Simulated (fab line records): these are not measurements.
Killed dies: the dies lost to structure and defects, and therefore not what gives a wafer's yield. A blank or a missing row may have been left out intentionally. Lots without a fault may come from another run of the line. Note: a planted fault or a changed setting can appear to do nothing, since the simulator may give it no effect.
Which of the tools did it? :: flow sky130 :: 11 lots, 33 wafers sampled, at 2 steps of a route of 708

## WHAT THE GAUGES SHOWED, per wafer
SKY_LDD_LDN_TW_MEAS_13. Usual: for LDD_LDN_TW the level is 1478 and the standard deviation is 6.6.
lot: L979
measured: day 23 05:25
on: film metro-02
LDD_LDN_TW: 1483 1472 1479
flag: 

lot: L981
measured: day 23 15:34
on: film metro-02
LDD_LDN_TW: 1474 1482 1478
flag: 

lot: L980
measured: day 23 22:19
on: film metro-04
LDD_LDN_TW: 1490 1488 1489
flag: 

lot: L982
measured: day 24 11:20
on: film metro-02
LDD_LDN_TW: 1468 1469 1468
flag: 

lot: L983
measured: day 25 00:51
on: film metro-01
LDD_LDN_TW: 1471 1473 1473
flag: 

lot: L984
measured: day 25 01:38
on: film metro-01
LDD_LDN_TW: 1470 1476 1473
flag: 

lot: L985
measured: day 25 16:16
on: film metro-02
LDD_LDN_TW: 1486 1481 1487
flag: 

lot: L987
measured: day 26 00:32
on: film metro-04
LDD_LDN_TW: 1404 1415 1417
flag: OFF

lot: L986
measured: day 26 00:54
on: film metro-01
LDD_LDN_TW: 1420 1411 1413
flag: OFF

lot: L988
measured: day 26 05:05
on: film metro-04
LDD_LDN_TW: 1417 1415 1412
flag: OFF

lot: L989
measured: day 26 20:09
on: film metro-04
LDD_LDN_TW: 1421 1409 1415
flag: OFF

## TOOL THAT RAN EACH LOT (tool first, then ch and the chambers of the sampled wafers, then the start)
lot: L979
SKY_LDD_LDN_IMPLANT_10: implanter-04 ch 0, day 23 05:02

lot: L981
SKY_LDD_LDN_IMPLANT_10: implanter-03 ch 0, day 23 15:12

lot: L980
SKY_LDD_LDN_IMPLANT_10: implanter-04 ch 0, day 23 18:35

lot: L982
SKY_LDD_LDN_IMPLANT_10: implanter-03 ch 0, day 24 10:56

lot: L983
SKY_LDD_LDN_IMPLANT_10: implanter-01 ch 0, day 25 00:27

lot: L984
SKY_LDD_LDN_IMPLANT_10: implanter-03 ch 0, day 25 01:14

lot: L985
SKY_LDD_LDN_IMPLANT_10: implanter-04 ch 0, day 25 15:54

lot: L987
SKY_LDD_LDN_IMPLANT_10: implanter-04 ch 0, day 26 00:08

lot: L986
SKY_LDD_LDN_IMPLANT_10: implanter-01 ch 0, day 26 00:30

lot: L988
SKY_LDD_LDN_IMPLANT_10: implanter-04 ch 0, day 26 04:41

lot: L989
SKY_LDD_LDN_IMPLANT_10: implanter-01 ch 0, day 26 19:45
- SKY_LDD_LDN_IMPLANT_10

## WHAT THE TOOLS THEMSELVES READ (means of the sampled wafers that have a number; where no wafer has one, the mark that the record gives instead)
The record holds no such reading with a usual standard deviation.

## THE ANSWER, worked out from the rows above alone
Rule: take the mean of a lot's wafers that have a number; if it is more than 3 standard deviations from the usual mean, the lot is off. A lot without any number at a reading at which 4 lots or more have one is off too. Any other lot the step has rows for is counted as sound. The gauges are gone through in route order, then the tools' own readings, and for those a lot's mean is taken as printed above. At the first step where some lot is off, the reading lying furthest off is the one used; lots without a number count as furthest.
Off: L987, L986, L988, L989, at SKY_LDD_LDN_TW_MEAS_13 (LDD_LDN_TW).
A tool fits if, at a process step before that reading, it ran every lot that is off, and no sound lot after the first of them. Those tools and the gauges at SKY_LDD_LDN_TW_MEAS_13 are tried in the same way. No candidate that was tried fits.

## WHAT WAS PUT IN BY THE SIMULATOR
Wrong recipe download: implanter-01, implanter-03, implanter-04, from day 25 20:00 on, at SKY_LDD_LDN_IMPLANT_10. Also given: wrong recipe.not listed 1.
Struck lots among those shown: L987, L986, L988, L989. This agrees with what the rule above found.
